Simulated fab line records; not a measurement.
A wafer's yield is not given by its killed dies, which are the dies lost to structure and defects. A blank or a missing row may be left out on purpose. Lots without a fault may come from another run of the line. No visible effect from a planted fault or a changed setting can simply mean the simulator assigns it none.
Check for tools in common | flow sky130 | 33 wafers sampled across 11 lots

## WHAT PROMPTED THE OPENING
Flagged at SKY_METAL4_CD_MEAS_13: reading cd-nm, on 4 of 11 lots. Fault-free wafers read 300.1 nm, with a standard deviation of 1.4.
Rule: a lot gets a flag if all its wafers with a number sit over 4 standard deviations from that mean, or if no wafer of it has a number. The rest of the lots are taken to be sound.

lot  | measured     | on        | cd-nm (nm), wafer by wafer | flag
L214 | day 41 21:27 | cd-sem-02 | 299.5 299.4 299.7          |
L217 | day 43 09:27 | cd-sem-02 | 298.6 299.1 298.2          |
L218 | day 43 20:05 | cd-sem-02 | 301.8 300.6 300.8          |
L221 | day 44 01:25 | cd-sem-01 | 298.5 300.5 300.1          |
L224 | day 44 18:25 | cd-sem-02 | 300.8 301.1 300.1          |
L225 | day 44 20:27 | cd-sem-02 | 299.5 300.8 300.8          |
L226 | day 45 06:01 | cd-sem-02 | 299.4 300.3 302.0          |
L228 | day 45 16:22 | cd-sem-02 | 314.8 314.1 316.0          | FLAGGED
L229 | day 46 00:40 | cd-sem-02 | 316.5 316.1 317.0          | FLAGGED
L230 | day 46 03:41 | cd-sem-02 | 312.4 313.1 311.9          | FLAGGED
L231 | day 46 14:07 | cd-sem-01 | 310.7 311.7 310.3          | FLAGGED
On average the flagged lots' numbers are 313.7 nm, which is +13.6 nm against the usual, or +10 standard deviations.

## TOOL THAT RAN EACH LOT
The record holds 2 process steps before the reading, out of a route of 708 steps. Every cell lists first the tool, next ch and the chambers used by the sampled wafers, and last the start.
lot  | flag    | SKY_METAL4_SPUTTER_04        | SKY_METAL4_EXPOSE_10
L214 |         | pvd-sputter-03, day 39 19:21 | krf-scanner-01 ch 0, day 41 10:19
L217 |         | pvd-sputter-02, day 41 10:21 | krf-scanner-02 ch 0, day 42 21:58
L218 |         | pvd-sputter-04, day 41 20:49 | krf-scanner-02 ch 0, day 43 09:04
L221 |         | pvd-sputter-03, day 42 01:19 | krf-scanner-01 ch 0, day 43 14:14
L224 |         | pvd-sputter-03, day 42 19:20 | krf-scanner-01 ch 0, day 44 06:41
L225 |         | pvd-sputter-03, day 42 21:43 | krf-scanner-01 ch 0, day 44 08:57
L226 |         | pvd-sputter-04, day 43 07:45 | krf-scanner-01 ch 0, day 44 19:52
L228 | FLAGGED | pvd-sputter-02, day 43 19:10 | krf-scanner-01 ch 0, day 45 05:37
L229 | FLAGGED | pvd-sputter-03, day 44 04:14 | krf-scanner-01 ch 0, day 45 15:22
L230 | FLAGGED | pvd-sputter-04, day 44 06:50 | krf-scanner-01 ch 0, day 45 17:56
L231 | FLAGGED | pvd-sputter-03, day 44 18:58 | krf-scanner-01 ch 0, day 46 03:10
What is done by these steps:
- SKY_METAL4_SPUTTER_04: material TiN, target thk 70 nm, time 58.3 s.
- SKY_METAL4_EXPOSE_10: exposes mask MM4, target cd 300 nm.
- SKY_METAL4_CD_MEAS_13: target cd 300 nm.

## FLAGGED OVER TOTAL, TOOL BY TOOL (the gauges that took the reading come last)
step                  | tool           | lots run | flagged | share of the flagged lots | sound lots run after its first flagged lot
SKY_METAL4_SPUTTER_04 | pvd-sputter-02 | 2        | 1       | some                      | 0
SKY_METAL4_SPUTTER_04 | pvd-sputter-03 | 6        | 2       | some                      | 0
SKY_METAL4_SPUTTER_04 | pvd-sputter-04 | 3        | 1       | some                      | 0
SKY_METAL4_EXPOSE_10  | krf-scanner-01 | 9        | 4       | all                       | 0
SKY_METAL4_EXPOSE_10  | krf-scanner-02 | 2        | 0       | none                      | -
SKY_METAL4_CD_MEAS_13 | cd-sem-01      | 2        | 1       | some                      | 0
SKY_METAL4_CD_MEAS_13 | cd-sem-02      | 9        | 3       | some                      | 0

## WHAT THE TABLE ALLOWS
All flagged lots share 1 row of the table, namely krf-scanner-01 at SKY_METAL4_EXPOSE_10.
- krf-scanner-01 at SKY_METAL4_EXPOSE_10: 4 of its 9 lots flagged. Its last sound lot is L226 (day 44 19:52), its first flagged lot L228 (day 45 05:37): a fault that began between those two fits. Its own readings (exposure-dose-mJ-cm2) fall more than 4 standard deviations out on all wafers of the flagged lots.
Left over: one tool, krf-scanner-01 at SKY_METAL4_EXPOSE_10.

## WHAT HAD BEEN PUT IN BY THE SIMULATOR
Process parameter drift: krf-scanner-01, from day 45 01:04 on, at SKY_METAL4_EXPOSE_10. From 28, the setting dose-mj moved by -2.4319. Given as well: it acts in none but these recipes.
Lots struck among those shown: L228, L229, L230, L231. Same finding as the rule above.
